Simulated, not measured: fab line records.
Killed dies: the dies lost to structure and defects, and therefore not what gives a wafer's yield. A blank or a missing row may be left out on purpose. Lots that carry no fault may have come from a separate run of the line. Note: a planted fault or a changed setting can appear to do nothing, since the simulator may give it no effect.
The tool behind it: which one?	flow gf180mcu	13 lots, 39 wafers sampled, at 2 steps of a route of 602

== WHAT EACH GAUGE READ, for each wafer ==
GF_V4_THK_MEAS_03. Usual: V4_CVD_02_THK typically reads 847 nm, with standard deviation 13.
lot	measured	on	V4_CVD_02_THK (nm)	flag
L468	day 23 15:14	film-metro-01	832 857 842	
L469	day 23 22:46	film-metro-03	835 840 845	
L470	day 24 13:35	film-metro-02	844 852 863	
L471	day 24 22:37	film-metro-01	844 868 865	
L472	day 25 01:34	film-metro-03	841 838 856	
L474	day 25 23:37	film-metro-01	846 837 873	
L476	day 26 06:47	film-metro-01	842 868 846	
L478	day 27 03:56	film-metro-02	858 862 843	
L480	day 27 12:20	film-metro-02	838 841 835	
L484	day 28 20:03	film-metro-01	819 832 828	
L489	day 30 04:27	film-metro-02	829 836 836	
L490	day 30 11:29	film-metro-03	817 859 847	
L491	day 30 18:08	film-metro-02	833 833 844	

== WHAT TOOL EACH LOT RAN ON (gives the tool, then ch and the chambers of the sampled wafers, and finally the start) ==
lot	GF_M4_STRIP_17
L468	plasma-asher-02 ch 0,1, day 23 14:22
L469	plasma-asher-03 ch 0,1, day 23 22:01
L470	plasma-asher-02 ch 0, day 24 12:48
L471	plasma-asher-04 ch 0,1, day 24 21:50
L472	plasma-asher-03 ch 0,1, day 25 00:50
L474	plasma-asher-04 ch 0,1, day 25 22:53
L476	plasma-asher-03 ch 0,1, day 26 06:04
L478	plasma-asher-03 ch 0,1, day 27 03:13
L480	plasma-asher-02 ch 0,1, day 27 11:36
L484	plasma-asher-02 ch 0,1, day 28 19:18
L489	plasma-asher-02 ch 0, day 30 03:42
L490	plasma-asher-02 ch 0,1, day 30 10:44
L491	plasma-asher-02 ch 0,1, day 30 17:04
- GF_M4_STRIP_17: strips in O2/N2.

== WHAT THE TOOLS THEMSELVES READ (means of the sampled wafers that have a number; where no wafer has one, the mark that the record gives instead) ==
GF_M4_STRIP_17. Usual: drypump-motor-current-A 5.9 A, standard deviation 0.43; heater-power-w 316 W, standard deviation 44; oes-product-au 0.538 a.u., standard deviation 0.0052; strip-time-to-endpoint-s 7.41 s, standard deviation 0.051.
lot	tool	drypump-motor-current-A (A)	heater-power-w (W)	oes-product-au (a.u.)	strip-time-to-endpoint-s (s)	flag
L468	plasma-asher-02	5.5	306	0.540	7.37	
L469	plasma-asher-03	6.3	309	0.535	7.32	
L470	plasma-asher-02	5.7	284	0.537	7.37	
L471	plasma-asher-04	6.1	397	0.541	7.43	
L472	plasma-asher-03	6.3	306	0.539	7.40	
L474	plasma-asher-04	6.1	431	0.533	7.33	
L476	plasma-asher-03	6.4	302	0.535	7.38	
L478	plasma-asher-03	6.4	309	0.538	7.42	
L480	plasma-asher-02	5.6	291	0.533	7.45	
L484	plasma-asher-02	5.4	306	0.539	7.37	
L489	plasma-asher-02	5.7	283	0.535	7.37	
L490	plasma-asher-02	5.5	300	0.544	7.37	
L491	plasma-asher-02	5.6	296	0.542	7.44	

== THE ANSWER, worked out from the rows above alone ==
Rule: a lot counts as off when the mean over its wafers that have a number is more than 3 standard deviations away from the usual mean. A lot without any number at a reading at which 4 lots or more have one is off too. All remaining lots with rows at the step are treated as sound. The gauges are gone through in route order, then the tools' own readings, and for those a lot's mean is taken as printed above. The first step at which some lot is off is used, and at that step the reading that is off furthest; a lot without a number counts as furthest.
Across all readings shown, no lot is off: no conclusion can be drawn from this.

== WHAT THE SIMULATOR HAD INSERTED ==
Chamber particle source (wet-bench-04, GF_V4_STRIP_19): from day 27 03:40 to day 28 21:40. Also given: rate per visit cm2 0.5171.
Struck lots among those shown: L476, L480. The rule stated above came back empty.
